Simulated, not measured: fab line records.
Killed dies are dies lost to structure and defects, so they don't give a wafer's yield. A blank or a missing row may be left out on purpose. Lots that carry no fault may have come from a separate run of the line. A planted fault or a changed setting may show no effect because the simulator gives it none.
Struck lot and sound lot, side by side	flow sky130	17 out of 708 route steps
Sound: the wafers L128.1, L128.2, L128.3. Struck: wafers L135.2, L135.5, L135.6. At the end, the cause is stated.
Each step with rows lists, per side, the tool, then ch with its chambers, then its first start. Under that, the readings that differ: sound wafers	struck wafers	difference of the means	sigmas: that difference in standard deviations of wafers without a fault.
alike: same words and numbers on both sides, and readings whose means sit less than 2 such deviations apart. not compared: any withheld reading, any reading some wafer has no value for, any bound like >300 that may hide the same value, and any number with overlapping values for which the record gives no deviation.
Wherever a step has rows on one side only, a row that says differs or no value, or a row with sigmas, the two part there. Numbers that don't overlap but have no deviation are shown without sigmas and don't part them. Lack of a reading on every wafer of one side parts them only where that side has two or more wafers.

SKY_VT_ADJUST_HVTR_OVL_MEAS_08:
  sound on overlay-02 at day 11 09:20; struck on overlay-02 at day 13 08:02
  alike: VT_ADJUST_HVTR_OVL
then, 1 step without rows for these wafers: SKY_VT_ADJUST_HVTR_IMPLANT_09.
SKY_VT_ADJUST_HVTR_STRIP_10: strips in O2/N2.
  sound on plasma-asher-02 ch 0,1, day 11 09:31; struck on plasma-asher-04 ch 0,1, day 13 08:13
  alike: drypump-motor-current-A, oes-product-au, strip-time-to-endpoint-s
  not compared: rf-hours-counter-h
SKY_VT_ADJUST_HVTR_TW_MEAS_11:
  sound on film-metro-02 at day 11 09:37; struck on film-metro-02 at day 13 08:20
  alike: VT_ADJUST_HVTR_TW
then, 7 steps without rows for these wafers: SKY_VT_ADJUST_PCH_DEHYDRATE_00 (time 60 s); SKY_VT_ADJUST_PCH_HMDS_01 (prime time 60 s); SKY_VT_ADJUST_PCH_COAT_02 (resist thk 3000 nm); SKY_VT_ADJUST_PCH_SOFTBAKE_03; SKY_VT_ADJUST_PCH_EXPOSE_04 (exposes mask NWM, target cd 840 nm); SKY_VT_ADJUST_PCH_PEB_05; SKY_VT_ADJUST_PCH_DEVELOP_06 (develop time 60 s).
SKY_VT_ADJUST_PCH_OVL_MEAS_07:
  sound on overlay-01 at day 12 09:31; struck on overlay-02 at day 14 10:33
  alike: VT_ADJUST_PCH_OVL
SKY_VT_ADJUST_PCH_IMPLANT_08:
  sound on implanter-02 ch 0, day 12 09:32; struck on implanter-02 ch 0, day 14 10:36
reading	sound	struck	difference	sigmas
dose-ions-cm2	5.002e+11 5.002e+11 5.01e+11	9.164e+11 9.162e+11 9.165e+11	+4.159e+11	+99 or more
faraday-current-uA	2.67 2.79 2.84	5.10 4.99 5.43	+2.41	+44
  alike: end-station-pressure-torr
SKY_VT_ADJUST_PCH_STRIP_09: strips in O2/N2.
  sound on plasma-asher-02 ch 0,1, day 12 09:41; struck on plasma-asher-01 ch 0,1, day 14 10:44
  alike: drypump-motor-current-A, oes-product-au, strip-time-to-endpoint-s
  not compared: rf-hours-counter-h
SKY_VT_ADJUST_PCH_TW_MEAS_10:
  sound on film-metro-04 at day 12 09:47; struck on film-metro-04 at day 14 10:50
reading	sound	struck	difference	sigmas
VT_ADJUST_PCH_TW	144.0 143.7 143.2	167.1 167.7 166.6	+23.5	+13
then, 1 step without rows for these wafers: SKY_SONOS_TUNNEL_DEHYDRATE_00 (time 60 s).
-- the record jumps here: 35 days lie between the struck wafers' starts before and after (it left off in module SONOS_TUNNEL and takes up again in module PAD_OPEN, whose first step shown is number 708 of the route) --
SKY_PAD_OPEN_PROBE_99:
  sound on prober-01 at day 48 06:13; struck on prober-02 at day 49 20:36
reading	sound	struck	difference	sigmas
model.etest.nfet_16v.r-on-ohm-um	1.405e+04 1.421e+04 1.432e+04	1.508e+04 1.49e+04 1.499e+04	+7.967e+02	
model.etest.pfet-g5v0d10v5.r-on-ohm-um	4806 4908 4884	4502 4497 4522	-359	
model.etest.tip-p.rs-ohm-sq	6926 6965 6936	6666 6654 6641	-289	
model.etest.tip_p_5v.rs-ohm-sq	2862 2871 2858	2789 2816 2788	-66	
model.etest.pfet-g5v0d10v5.drive-ua-um	337.8 334.8 334.5	364.7 369.3 366.5	+31.1	
model.etest.pfet_01v8_lvt.drive-ua-um	172.3 169.7 172.3	191.9 191.6 190.8	+20.0	
model.etest.pfet_16v.drive-ua-um	242.8 239.5 241.1	250.4 248.7 251.5	+9.1	
model.etest.pfet_01v8.drive-ua-um	192.9 187.7 191.9	208.8 210.1 209.1	+18.5	
  alike: killed_at_M0_to_M3, killed_at_M4_up, killed-at-contacts, killed-at-front-end, killed-at-other, killed-dies, killed-open, killed-short

== WHERE THEY PART ==
Last at SKY_VT_ADJUST_PCH_TW_MEAS_10 as far as this record goes, first at SKY_VT_ADJUST_PCH_IMPLANT_08. Later steps at which nothing parts them and some readings are alike: SKY_PAD_OPEN_PROBE_99.

WHY: what the simulator had put in
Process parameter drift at SKY_VT_ADJUST_PCH_IMPLANT_08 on implanter-02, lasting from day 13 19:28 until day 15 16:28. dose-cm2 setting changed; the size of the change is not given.
